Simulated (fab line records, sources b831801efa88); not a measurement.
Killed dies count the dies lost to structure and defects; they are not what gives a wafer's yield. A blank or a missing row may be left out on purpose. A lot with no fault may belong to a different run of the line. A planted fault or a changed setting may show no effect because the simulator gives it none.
Check of tool commonality :: flow gf180mcu :: 36 wafers sampled across 12 lots

REASON IT WAS OPENED
1 of 12 lots carry a flag on the reading VT_IMPLANT_4_TW at GF_VT_IMPLANT_TW_MEAS_43. Fault-free wafers read 693, with a standard deviation of 4.3.
Rule: a lot is flagged when every wafer of it that has a number lies more than 4 standard deviations from that mean, or none has a number. As for the other lots, they are considered sound.

lot: L928
measured: day 8 03:04
on: film-metro-04
VT_IMPLANT_4_TW, wafer by wafer: 692 694 693
flag: 

lot: L929
measured: day 8 06:23
on: film-metro-01
VT_IMPLANT_4_TW, wafer by wafer: 683 686 683
flag: 

lot: L930
measured: day 8 11:40
on: film-metro-02
VT_IMPLANT_4_TW, wafer by wafer: 693 691 693
flag: 

lot: L931
measured: day 8 23:07
on: film-metro-01
VT_IMPLANT_4_TW, wafer by wafer: 689 685 687
flag: 

lot: L932
measured: day 9 00:58
on: film-metro-04
VT_IMPLANT_4_TW, wafer by wafer: 700 695 700
flag: 

lot: L933
measured: day 9 09:40
on: film-metro-01
VT_IMPLANT_4_TW, wafer by wafer: 692 691 693
flag: 

lot: L934
measured: day 9 13:52
on: film-metro-02
VT_IMPLANT_4_TW, wafer by wafer: 695 695 698
flag: 

lot: L940
measured: day 11 03:31
on: film-metro-04
VT_IMPLANT_4_TW, wafer by wafer: 655 653 653
flag: FLAGGED

lot: L941
measured: day 11 11:25
on: film-metro-02
VT_IMPLANT_4_TW, wafer by wafer: 689 693 691
flag: 

lot: L947
measured: day 13 02:19
on: film-metro-04
VT_IMPLANT_4_TW, wafer by wafer: 697 698 695
flag: 

lot: L949
measured: day 13 16:11
on: film-metro-01
VT_IMPLANT_4_TW, wafer by wafer: 690 690 686
flag: 

lot: L951
measured: day 14 09:56
on: film-metro-04
VT_IMPLANT_4_TW, wafer by wafer: 699 695 700
flag: 
Average over the flagged lots: 654; offset from the usual -39, equal to -9 standard deviations.

WHICH TOOL RAN EACH LOT
The record holds 3 process steps before the reading, out of a route of 602 steps. Read each cell as the tool, then ch plus the chambers that the sampled wafers visited, then the start.
lot: L928
flag: 
GF_VT_IMPLANT_STRIP_20: plasma-asher-02 ch 0,1, day 6 18:52
GF_VT_IMPLANT_STRIP_31: plasma-asher-04 ch 0,1, day 7 10:34
GF_VT_IMPLANT_STRIP_42: plasma-asher-02 ch 0,1, day 8 02:57

lot: L929
flag: 
GF_VT_IMPLANT_STRIP_20: plasma-asher-02 ch 0,1, day 6 20:48
GF_VT_IMPLANT_STRIP_31: plasma-asher-03 ch 0,1, day 7 13:30
GF_VT_IMPLANT_STRIP_42: plasma-asher-03 ch 0,1, day 8 06:18

lot: L930
flag: 
GF_VT_IMPLANT_STRIP_20: plasma-asher-03 ch 0,1, day 7 02:15
GF_VT_IMPLANT_STRIP_31: plasma-asher-04 ch 0,1, day 7 18:16
GF_VT_IMPLANT_STRIP_42: plasma-asher-02 ch 0,1, day 8 11:34

lot: L931
flag: 
GF_VT_IMPLANT_STRIP_20: plasma-asher-03 ch 0,1, day 7 12:55
GF_VT_IMPLANT_STRIP_31: plasma-asher-02 ch 0,1, day 8 05:39
GF_VT_IMPLANT_STRIP_42: plasma-asher-02 ch 0,1, day 8 23:01

lot: L932
flag: 
GF_VT_IMPLANT_STRIP_20: plasma-asher-04 ch 0,1, day 7 14:07
GF_VT_IMPLANT_STRIP_31: plasma-asher-04 ch 0,1, day 8 06:55
GF_VT_IMPLANT_STRIP_42: plasma-asher-03 ch 0,1, day 9 00:52

lot: L933
flag: 
GF_VT_IMPLANT_STRIP_20: plasma-asher-03 ch 0,1, day 7 22:10
GF_VT_IMPLANT_STRIP_31: plasma-asher-03 ch 0,1, day 8 15:36
GF_VT_IMPLANT_STRIP_42: plasma-asher-04 ch 0,1, day 9 09:34

lot: L934
flag: 
GF_VT_IMPLANT_STRIP_20: plasma-asher-03 ch 0,1, day 8 02:22
GF_VT_IMPLANT_STRIP_31: plasma-asher-02 ch 0,1, day 8 20:10
GF_VT_IMPLANT_STRIP_42: plasma-asher-03 ch 0,1, day 9 13:46

lot: L940
flag: FLAGGED
GF_VT_IMPLANT_STRIP_20: plasma-asher-04 ch 0,1, day 9 13:39
GF_VT_IMPLANT_STRIP_31: plasma-asher-04 ch 0,1, day 10 08:19
GF_VT_IMPLANT_STRIP_42: plasma-asher-04 ch 1, day 11 03:25

lot: L941
flag: 
GF_VT_IMPLANT_STRIP_20: plasma-asher-04 ch 0,1, day 9 22:55
GF_VT_IMPLANT_STRIP_31: plasma-asher-03 ch 0,1, day 10 17:28
GF_VT_IMPLANT_STRIP_42: plasma-asher-02 ch 0,1, day 11 11:19

lot: L947
flag: 
GF_VT_IMPLANT_STRIP_20: plasma-asher-04 ch 0,1, day 11 11:01
GF_VT_IMPLANT_STRIP_31: plasma-asher-03 ch 0,1, day 12 06:31
GF_VT_IMPLANT_STRIP_42: plasma-asher-04 ch 0,1, day 13 02:13

lot: L949
flag: 
GF_VT_IMPLANT_STRIP_20: plasma-asher-02 ch 0,1, day 11 23:02
GF_VT_IMPLANT_STRIP_31: plasma-asher-02 ch 0,1, day 12 19:07
GF_VT_IMPLANT_STRIP_42: plasma-asher-04 ch 0,1, day 13 16:05

lot: L951
flag: 
GF_VT_IMPLANT_STRIP_20: plasma-asher-02 ch 0,1, day 12 16:36
GF_VT_IMPLANT_STRIP_31: plasma-asher-04 ch 0,1, day 13 12:38
GF_VT_IMPLANT_STRIP_42: plasma-asher-02 ch 0,1, day 14 09:50
What these steps do:
- GF_VT_IMPLANT_STRIP_20: strips in O2/N2.
- GF_VT_IMPLANT_STRIP_31: strips in O2/N2.
- GF_VT_IMPLANT_STRIP_42: strips in O2/N2.
- GF_VT_IMPLANT_TW_MEAS_43

FLAGGED AGAINST TOTAL, ONE TOOL AT A TIME (gauges that did the reading follow at the end)
step: GF_VT_IMPLANT_STRIP_20
tool: plasma-asher-02
lots run: 4
flagged: 0
share of the flagged lots: none
sound lots run after its first flagged lot: -

step: GF_VT_IMPLANT_STRIP_20
tool: plasma-asher-03
lots run: 4
flagged: 0
share of the flagged lots: none
sound lots run after its first flagged lot: -

step: GF_VT_IMPLANT_STRIP_20
tool: plasma-asher-04
lots run: 4
flagged: 1
share of the flagged lots: all
sound lots run after its first flagged lot: 2 (L941,L947)

step: GF_VT_IMPLANT_STRIP_31
tool: plasma-asher-02
lots run: 3
flagged: 0
share of the flagged lots: none
sound lots run after its first flagged lot: -

step: GF_VT_IMPLANT_STRIP_31
tool: plasma-asher-03
lots run: 4
flagged: 0
share of the flagged lots: none
sound lots run after its first flagged lot: -

step: GF_VT_IMPLANT_STRIP_31
tool: plasma-asher-04
lots run: 5
flagged: 1
share of the flagged lots: all
sound lots run after its first flagged lot: 1 (L951)

step: GF_VT_IMPLANT_STRIP_42
tool: plasma-asher-02
lots run: 5
flagged: 0
share of the flagged lots: none
sound lots run after its first flagged lot: -

step: GF_VT_IMPLANT_STRIP_42
tool: plasma-asher-03
lots run: 3
flagged: 0
share of the flagged lots: none
sound lots run after its first flagged lot: -

step: GF_VT_IMPLANT_STRIP_42
tool: plasma-asher-04
lots run: 4
flagged: 1
share of the flagged lots: all
sound lots run after its first flagged lot: 2 (L947,L949)

step: GF_VT_IMPLANT_TW_MEAS_43
tool: film-metro-01
lots run: 4
flagged: 0
share of the flagged lots: none
sound lots run after its first flagged lot: -

step: GF_VT_IMPLANT_TW_MEAS_43
tool: film-metro-02
lots run: 3
flagged: 0
share of the flagged lots: none
sound lots run after its first flagged lot: -

step: GF_VT_IMPLANT_TW_MEAS_43
tool: film-metro-04
lots run: 5
flagged: 1
share of the flagged lots: all
sound lots run after its first flagged lot: 2 (L947,L951)

WHAT THE TABLE PERMITS
4 rows of the table ran every flagged lot: plasma-asher-04 at GF_VT_IMPLANT_STRIP_20, plasma-asher-04 at GF_VT_IMPLANT_STRIP_31, plasma-asher-04 at GF_VT_IMPLANT_STRIP_42, film-metro-04 at GF_VT_IMPLANT_TW_MEAS_43.
- plasma-asher-04 at GF_VT_IMPLANT_STRIP_20: 1 of its 4 lots flagged. Sound lots followed the first flagged one (L941, L947) on it, something a lasting fault affecting the whole tool could not allow.
- plasma-asher-04 at GF_VT_IMPLANT_STRIP_31: 1 of its 5 lots flagged. Sound lots followed the first flagged one (L951) on it, something a lasting fault affecting the whole tool could not allow. Its own readings lie more than 4 standard deviations out on every wafer of the flagged lots: oes-product-au.
- plasma-asher-04 at GF_VT_IMPLANT_STRIP_42: 1 of its 4 lots flagged. Sound lots followed the first flagged one (L947, L949) on it, something a lasting fault affecting the whole tool could not allow. Its own readings lie more than 4 standard deviations out on every wafer of the flagged lots: strip-time-to-endpoint-s.
- film-metro-04 at GF_VT_IMPLANT_TW_MEAS_43: 1 of its 5 lots flagged. Sound lots followed the first flagged one (L947, L951) on it, something a lasting fault affecting the whole tool could not allow.
None of the table's rows ran every flagged lot and, after the first, no sound lot.

WHAT WAS PUT IN BY THE SIMULATOR
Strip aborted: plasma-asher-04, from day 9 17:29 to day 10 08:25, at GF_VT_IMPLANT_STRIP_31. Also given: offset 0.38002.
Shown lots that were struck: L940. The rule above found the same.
